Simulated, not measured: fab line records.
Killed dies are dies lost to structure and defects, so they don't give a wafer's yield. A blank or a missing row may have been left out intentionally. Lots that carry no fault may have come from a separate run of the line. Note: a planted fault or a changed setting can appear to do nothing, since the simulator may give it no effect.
Code-filled problem report in 8D (eight disciplines) form :: flow gf180mcu :: the parts of the form that need people (team, actions taken, sign-off) are left out

1. THE PROBLEM
At GF_M5_ETCH_09, oesProductAu averages 0.919 a.u. over 2 wafers from 2 lots, while fault-free wafers read 1.002 a.u., standard deviation 0.0094. Measured from the usual mean, that is -8.8 standard deviations.
The step: etches Si3N4 in CF4/O2, target depth 52 nm, time 11.6 s.
Earliest sighting: wafer L636.4 on rieDiel-02 at day 30 19:10. The record has a number at this step for 17 wafers belonging to 6 lots. Rule for "out", or "out of limits": more than 4 standard deviations from the usual mean. The other wafers with a number count as sound.

2. WHAT IT IS AND WHAT IT IS NOT
question: which readings at this step
is: oesProductAu
is not: biasW, cf4FlowSccm, drypumpMotorCurrentA

question: which lots
is: L636, L638
is not: L622, L628, L639, L645

question: which wafers of those lots
is: L636.4, L638.4
is not: L636.2, L636.5, L638.2

question: read on which tools
is: rieDiel-02
is not: rieDiel-01

question: when
is: from day 30 19:10
is not: up to then (8 sound wafers); but 7 sound wafers of L638, L639, L645 came after

3. SUSPECTS, AND WHAT RULES EACH OUT
Counting: a tool at a process step up to the reading stays a suspect if it ran every lot that is out. Sound lots after the first of them don't rule it out here, since some wafers of a struck lot are sound.
- rieDiel-02 at GF_M5_ETCH_09 (etches Si3N4 in CF4/O2, target depth 52 nm, time 11.6 s): kept. Every lot that is out went through it, the first being L636 (day 30 19:10); the last sound lot it ran before that was L628 (day 28 05:04). Its own readings are out on those wafers: oesProductAu.
The count leaves rieDiel-02 at GF_M5_ETCH_09.

4. THE CAUSE (what the simulator had put in)
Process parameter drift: rieDiel-02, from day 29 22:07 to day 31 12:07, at GF_M5_ETCH_09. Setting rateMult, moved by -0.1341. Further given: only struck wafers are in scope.
After counting, this tool was the only one left.

5. SEQUENCE OF EFFECTS, ordered by route
One row per reading whose mean, taken over the struck wafers that have a number, lies over 3 standard deviations from the usual. Only readings for which the record gives a usual standard deviation are gone through. hours: the time from each lot's start at the first step in this table that gives one to its start at this step, as a median over the lots. sigmas: the change in usual standard deviations.
hours: 0
step: GF_M5_ETCH_09
reading: oesProductAu
usual: 1.002 a.u.
on struck wafers: 0.919
change: -0.083
sigmas: -8.8

hours: 0
step: GF_M5_ETCH_09
reading: throttleValvePct
usual: 5.972 %
on struck wafers: 5.942
change: -0.030
sigmas: -3.1
The process steps in it:
- GF_M5_ETCH_09: etches Si3N4 in CF4/O2, target depth 52 nm, time 11.6 s.

6. HOW IT WOULD HAVE BEEN CAUGHT EARLIER
21 hours passed between the start of the fault at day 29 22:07 and the first reading out of limits in this record, taken at day 30 19:10.
